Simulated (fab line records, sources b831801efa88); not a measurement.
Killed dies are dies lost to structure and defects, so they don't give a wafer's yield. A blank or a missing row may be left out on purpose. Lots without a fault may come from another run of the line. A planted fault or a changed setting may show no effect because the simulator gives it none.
fab line records | flow sky130
record lots=6 wafers=17 last_day=50
route steps=708 shown VT_ADJUST_LVTN@111 VT_ADJUST_NCORE@119
lots that met no fault: from a run of the same line without faults
start_h: hours from the record's first day to the start of the lot's first wafer shown | wait_h: hours since the lot's step before | " the same as in the row above | L1.1+2: a row that stands for several wafers | - no value, or no start given | * or withheld: withheld | < > ~ a bound
route shown NAME@n: a module of which the file shows steps, and the number in the route of the first | usual: mean/standard deviation of fault-free wafers | same: alike in all rows | chamber/n: place in a boat | sites: the reading at each site | _std_site: their standard deviation | _edge_site: outer sites' mean less inner sites' | radius_mm: how far each site lies from the wafer's centre | mask NAME#n: copy n | behind: the tool/chamber that last shaped the wafer | hold: why the lot was held/for how many hours/how that ended | device: the transistor (n, p or np) that didn't switch | end of line: the same wafers' tests at the end of the route | a step without rows: its recipe alone | killed: dies lost to structure and defects at the first sort, not the wafer's yield | map: a wafer's dies, x killed, . not, _ none there
set.NAME: the setting as run; set.NAME@STEP: as run at that earlier step | model.NAME: the simulator's own value behind a step, which no gauge read
lots at some steps of the route; a table a step, a row a wafer
services: from which hour (start_h, from the record's first day; less than 0 if before it) a tool's chamber was out of use, for how many hours, and why
## steps
# step SKY_VT_ADJUST_LVTN_SOFTBAKE_14
# recipe temp_c=90 time_s=60 resist=NOVOLAK
# step SKY_VT_ADJUST_LVTN_EXPOSE_15
# recipe mask_id=HVN_STD_DERIVED na=0.6 source_shape=conventional sigma_outer=0.6 polarization=unpolarized target_cd_nm=600 dose_mj=163
# step SKY_VT_ADJUST_LVTN_PEB_16
# recipe temp_c=withheld time_s=* resist=NOVOLAK
# step SKY_VT_ADJUST_LVTN_DEVELOP_17
# recipe resist=NOVOLAK developer=TMAH develop_time_s=60 dev_temp_c=23
# step SKY_VT_ADJUST_LVTN_OVL_MEAS_18
# usual VT_ADJUST_LVTN_01_OVL=-0.6/1.5
# columns lot.wafer tool chamber start_h wait_h VT_ADJUST_LVTN_01_OVL[nm]
L612.2 overlay-01 - 160.16 0.1 -3.2
L612.4 " - " " -2.1
L612.5 " - " " -0.4
L613.2 overlay-01 - 165.86 0.1 0.2
L613.4 " - " " -1.9
L613.6 " - " " 0.5
L615.2 overlay-02 - 181.26 0.1 -0.3
L615.3 " - " " -0.8
L615.6 " - " " -1.3
L617.2 overlay-01 - 191.63 0.1 1.2
L617.5 " - " " -0.8
L619.1 overlay-01 - 206.71 0.1 -0.5
L619.3 " - " " -1.5
L619.4 " - " " -0.9
L633.2 overlay-01 - 307.48 0.1 -0.4
L633.4 " - " " -2.4
L633.5 " - " " -0.8
# step SKY_VT_ADJUST_LVTN_IMPLANT_19
# recipe species=B energy_kev=30 dose_cm2=6.5e+11 tilt_deg=withheld
# step SKY_VT_ADJUST_LVTN_STRIP_20
# recipe chemistry=O2/N2 power_w=1400 pressure_mtorr=1500 platen_temp_c=withheld o2_flow_sccm=3000 n2_flow_sccm=300 overash_fraction=0.5
# usual drypump_motor_current_A=5.7/0.35 n2_flow_sccm=300.1/0.84 o2_flow_sccm=2999/8.9 oes_product_au=0.715/0.004 strip_time_to_endpoint_s=14.18/0.039
# columns lot.wafer tool chamber start_h wait_h drypump_motor_current_A n2_flow_sccm o2_flow_sccm oes_product_au rf_hours_counter_h strip_time_to_endpoint_s
L612.2 plasma_asher-03 1 160.34 0.1 5.9 299.9 3004 0.711 34 14.22
L612.4 " 0 " " 6.2 300.7 2992 0.717 - 14.24
L612.5 " 1 " " 5.9 300.3 3005 0.719 - 14.22
L613.2 plasma_asher-03 0 166.04 0.1 6.2 301.7 3011 0.718 35 14.18
L613.4 " 1 " " 5.9 299.1 3001 0.714 - 14.22
L613.6 " 1 " " 5.9 300.9 3008 0.721 - 14.16
L615.2 plasma_asher-01 0 181.44 0.1 5.4 298.9 3001 0.715 6 14.09
L615.3 " 1 " " 5.3 300.4 3006 0.717 - 14.07
L615.6 " 1 " " 5.3 300.2 3009 0.709 - 14.14
L617.2 plasma_asher-03 0 191.81 0.1 6.2 299.1 2992 0.711 38 14.17
L617.5 " 0 " " 6.2 298.4 2993 0.720 - 14.22
L619.1 plasma_asher-04 0 206.89 0.1 5.9 300.8 3000 0.717 53 14.21
L619.3 " 1 " " 5.8 300.6 3016 0.707 - 14.20
L619.4 " 0 " " 5.9 300.4 2999 0.718 - 14.20
L633.2 plasma_asher-03 0 307.66 0.1 6.2 299.7 2987 0.717 48 14.14
L633.4 " 1 " " 5.9 300.9 2986 0.715 - 14.18
L633.5 " 0 " " 6.2 299.7 3007 0.717 - 14.17
# step SKY_VT_ADJUST_LVTN_TW_MEAS_21
# usual VT_ADJUST_LVTN_2_TW=189.2/0.78
# columns lot.wafer tool chamber start_h wait_h VT_ADJUST_LVTN_2_TW
L612.2 film_metro-01 - 160.45 0.1 188.9
L612.4 " - " " 188.9
L612.5 " - " " 189.1
L613.2 film_metro-03 - 166.15 0.1 188.5
L613.4 " - " " 188.6
L613.6 " - " " 188.6
L615.2 film_metro-04 - 181.55 0.1 189.2
L615.3 " - " " 188.9
L615.6 " - " " 188.8
L617.2 film_metro-04 - 191.92 0.1 188.8
L617.5 " - " " 188.0
L619.1 film_metro-04 - 206.99 0.1 188.7
L619.3 " - " " 188.9
L619.4 " - " " 189.2
L633.2 film_metro-04 - 307.77 0.1 189.6
L633.4 " - " " 189.4
L633.5 " - " " 189.1
# step SKY_VT_ADJUST_NCORE_DEHYDRATE_00
# recipe temp_c=200 time_s=60
# step SKY_VT_ADJUST_NCORE_HMDS_01
# recipe prime_time_s=60 prime_temp_c=120
# step SKY_VT_ADJUST_NCORE_COAT_02
# recipe resist=NOVOLAK spin_rpm=3000 resist_thk_nm=1140
# step SKY_VT_ADJUST_NCORE_SOFTBAKE_03
# recipe temp_c=90 time_s=60 resist=NOVOLAK
# step SKY_VT_ADJUST_NCORE_EXPOSE_04
# recipe mask_id=LVTN_COMPLEMENT_THIN na=0.6 source_shape=conventional sigma_outer=0.6 polarization=unpolarized target_cd_nm=380 dose_mj=139
# usual focus_offset_nm=-0.2/0.49
# columns lot.wafer tool chamber start_h wait_h mask focus_offset_nm
L612.2 iline_stepper-01 0 170.83 - LVTN_COMPLEMENT_THIN#0 0.3
L612.4 " 0 " " LVTN_COMPLEMENT_THIN#0 0.2
L612.5 " 0 " " LVTN_COMPLEMENT_THIN#0 -0.1
L613.2 iline_stepper-01 0 176.52 - LVTN_COMPLEMENT_THIN#0 -0.5
L613.4 " 0 " " LVTN_COMPLEMENT_THIN#0 0.0
L613.6 " 0 " " LVTN_COMPLEMENT_THIN#0 0.3
L615.2 iline_stepper-01 0 191.27 - LVTN_COMPLEMENT_THIN#0 -0.6
L615.3 " 0 " " LVTN_COMPLEMENT_THIN#0 -0.8
L615.6 " 0 " " LVTN_COMPLEMENT_THIN#0 -0.3
L617.2 iline_stepper-01 0 200.83 - LVTN_COMPLEMENT_THIN#0 -0.6
L617.5 " 0 " " LVTN_COMPLEMENT_THIN#0 -1.2
L619.1 iline_stepper-01 0 218.23 - LVTN_COMPLEMENT_THIN#0 0.4
L619.3 " 0 " " LVTN_COMPLEMENT_THIN#0 -0.7
L619.4 " 0 " " LVTN_COMPLEMENT_THIN#0 -0.2
L633.2 iline_stepper-01 0 320.52 - LVTN_COMPLEMENT_THIN#0 -0.6
L633.4 " 0 " " LVTN_COMPLEMENT_THIN#0 0.2
L633.5 " 0 " " LVTN_COMPLEMENT_THIN#0 -0.1
# step SKY_VT_ADJUST_NCORE_PEB_05
# recipe temp_c=withheld time_s=* resist=NOVOLAK
# step SKY_VT_ADJUST_NCORE_DEVELOP_06
# recipe resist=NOVOLAK developer=TMAH develop_time_s=60 dev_temp_c=23
# step SKY_VT_ADJUST_NCORE_CD_MEAS_07
# recipe target_cd_nm=380
# usual cd_nm=379.8/2.4
# columns lot.wafer tool chamber start_h wait_h cd_nm
L612.2 cd_sem-02 - 180.92 0.1 379.7
L612.4 " - " " 381.3
L612.5 " - " " 379.5
L613.2 cd_sem-01 - 186.73 0.1 381.3
L613.4 " - " " 379.7
L613.6 " - " " 379.5
L615.2 cd_sem-01 - 199.78 0.1 384.0
L615.3 " - " " 382.7
L615.6 " - " " 380.7
L617.2 cd_sem-02 - 212.52 0.1 356.2
L617.5 " - " " 379.4
L619.1 cd_sem-01 - 228.15 0.1 358.8
L619.3 " - " " 379.3
L619.4 " - " " 381.7
L633.2 cd_sem-01 - 333.88 0.1 376.6
L633.4 " - " " 376.8
L633.5 " - " " 375.5
# step SKY_VT_ADJUST_NCORE_OVL_MEAS_08
# usual VT_ADJUST_NCORE_OVL=-0.6/1.7
# columns lot.wafer tool chamber start_h wait_h VT_ADJUST_NCORE_OVL[nm]
L612.2 overlay-02 - 181.03 0.1 0.4
L612.4 " - " " -0.4
L612.5 " - " " -1.9
L613.2 overlay-02 - 186.83 0.1 0.0
L613.4 " - " " 1.1
L613.6 " - " " 0.3
L615.2 overlay-02 - 199.88 0.1 -0.6
L615.3 " - " " 1.0
L615.6 " - " " 0.2
L617.2 overlay-02 - 212.63 0.1 0.4
L617.5 " - " " 2.1
L619.1 overlay-02 - 228.27 0.1 1.9
L619.3 " - " " 1.9
L619.4 " - " " 0.0
L633.2 overlay-01 - 333.98 0.1 -1.6
L633.4 " - " " -2.2
L633.5 " - " " -2.0
## services
# columns tool chamber start_h hours kind
iline_stepper-01 0 158.72 - calibration
plasma_asher-04 - 174.69 1.4 repair
iline_stepper-01 - 177.83 4.3 pm
plasma_asher-04 - 178.73 0.9 repair
plasma_asher-03 - 187.37 1.5 repair
plasma_asher-04 - 270.77 15.6 pm
iline_stepper-01 - 283.73 1.7 pm
iline_stepper-01 - 285.55 1.4 repair
plasma_asher-03 - 289.41 14.6 pm
plasma_asher-01 - 315.62 1.7 repair
## key
first_sign step=SKY_VT_ADJUST_NCORE_CD_MEAS_07 reading=cd_nm direction=down sigmas=9.2 usual=379.8 struck=357.5
effect none on later readings
met_at SKY_VT_ADJUST_NCORE_EXPOSE_04
struck_wafers L617.2,L619.1
tester_left_out L617,L619
onset_between 191.27 200.83
fault kind=process_parameter_drift tool=iline_stepper-01 chamber=- onset_h=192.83 steps=SKY_VT_ADJUST_NCORE_EXPOSE_04 channel=focus_nm offset=951.87 shape=step end_h=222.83 scope=struck_wafers_only
# tester_left_out: of these lots the tester's yield and bins aren't shown, on N5 and GAA mostly nor the transistor test; their killed dies are dies lost to structure and defects alone, not to doping, threshold or leakage, so they don't give the yield
